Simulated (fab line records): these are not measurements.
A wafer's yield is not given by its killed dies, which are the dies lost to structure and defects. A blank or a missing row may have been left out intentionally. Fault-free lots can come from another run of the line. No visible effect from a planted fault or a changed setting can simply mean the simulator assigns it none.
Code-filled problem report in 8D (eight disciplines) form || flow sky130 || the parts of the form that need people (team, actions taken, sign-off) are left out

== 1. THE ISSUE ==
Mean of oesProductAu at SKY_VIA2_ETCH_14: 1.008 a.u. over 2 wafers from 1 lot, against 0.854 a.u. (standard deviation 0.0044) on wafers with no fault. Relative to the usual mean, that is a shift of +35 standard deviations.
The step: etches BARC in N2/H2, stops on SiO2, time 45.9 s, target depth 60 nm.
Seen first at day 40 09:30 on rieDiel-02, wafer L223.2. At this step, 36 wafers from 12 lots have a number in the record. Rule for "out" (also "out of limits"): further than 4 standard deviations from the usual mean. All remaining wafers that have a number are taken as sound.

== 2. WHAT IT IS; WHAT IT IS NOT ==
{"question": "which readings at this step", "is": "oesProductAu, runLengthS", "is not": "drypumpMotorCurrentA"}
{"question": "which lots", "is": "L223", "is not": "L211, L212, L213, L214, L215, L216, L227, L229, L232, L233, L234"}
{"question": "which wafers of those lots", "is": "L223.2, L223.5", "is not": "L223.6"}
{"question": "read on which tools", "is": "rieDiel-02", "is not": "rieDiel-03, rieDiel-04"}
{"question": "when", "is": "from day 40 09:30", "is not": "up to then (19 sound wafers); but 15 sound wafers of L227, L229, L232, L233, L234 came after"}

== 3. THE SUSPECTS, EACH WITH WHAT RULES IT OUT ==
Counting: a tool at a process step up to the reading stays a suspect if it ran every lot that is out. Sound lots after the first of them don't rule it out here, since some wafers of a struck lot are sound.
- rieDiel-02 at SKY_VIA2_ETCH_14 (etches BARC in N2/H2, stops on SiO2, time 45.9 s, target depth 60 nm): kept. It ran the lot that is out, L223 (day 40 09:30); its last sound lot up to then is L215 (day 38 01:57). Its own readings are out on those wafers: oesProductAu, runLengthS.
- Within rieDiel-02 at SKY_VIA2_ETCH_14: the wafers that are out ran in chambers 1, 2; their sound lot-mates ran in chamber 0.
The count leaves rieDiel-02 at SKY_VIA2_ETCH_14.

== 4. THE CAUSE (what the simulator had put in) ==
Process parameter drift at SKY_VIA2_ETCH_14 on rieDiel-02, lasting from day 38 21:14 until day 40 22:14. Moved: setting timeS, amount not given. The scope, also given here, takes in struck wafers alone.
After counting, this tool was the only one left.

== 5. THE EFFECT CHAIN, in route order ==
Each row: a reading whose mean over the struck wafers that have a number lies more than 3 standard deviations from the usual. Only readings whose record carries a usual standard deviation are examined. hours: median over the lots of the time between each lot's start at the first step of this table that gives one and its start at this step. sigmas: the change, counted in usual standard deviations.
{"hours": 0, "step": "SKY_VIA2_ETCH_14", "reading": "oesProductAu", "usual": "0.854 a.u.", "on struck wafers": 1.008, "change": "+0.154", "sigmas": "+35"}
{"hours": 0, "step": "SKY_VIA2_ETCH_14", "reading": "runLengthS", "usual": "74.2 s", "on struck wafers": 57.0, "change": -17.2, "sigmas": -30}
{"hours": 0, "step": "SKY_VIA2_ETCH_15", "reading": "oesProductAu", "usual": "0.940 a.u.", "on struck wafers": 0.482, "change": -0.458, "sigmas": -93}
{"hours": 0, "step": "SKY_VIA2_STRIP_16", "reading": "stripTimeToEndpointS", "usual": "4.04 s", "on struck wafers": 4.22, "change": "+0.18", "sigmas": "+6.0"}
It contains these process steps:
- SKY_VIA2_ETCH_14: etches BARC in N2/H2, stops on SiO2, time 45.9 s, target depth 60 nm.
- SKY_VIA2_ETCH_15: etches SiO2 in C4F8/O2/Ar, stops on TiN, target depth 546 nm, time 84 s.
- SKY_VIA2_STRIP_16: strips in O2/N2.

== 6. WHAT WOULD HAVE CAUGHT IT SOONER ==
In this record the first reading out of limits was taken at day 40 09:30, 36 hours after the fault began at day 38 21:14.
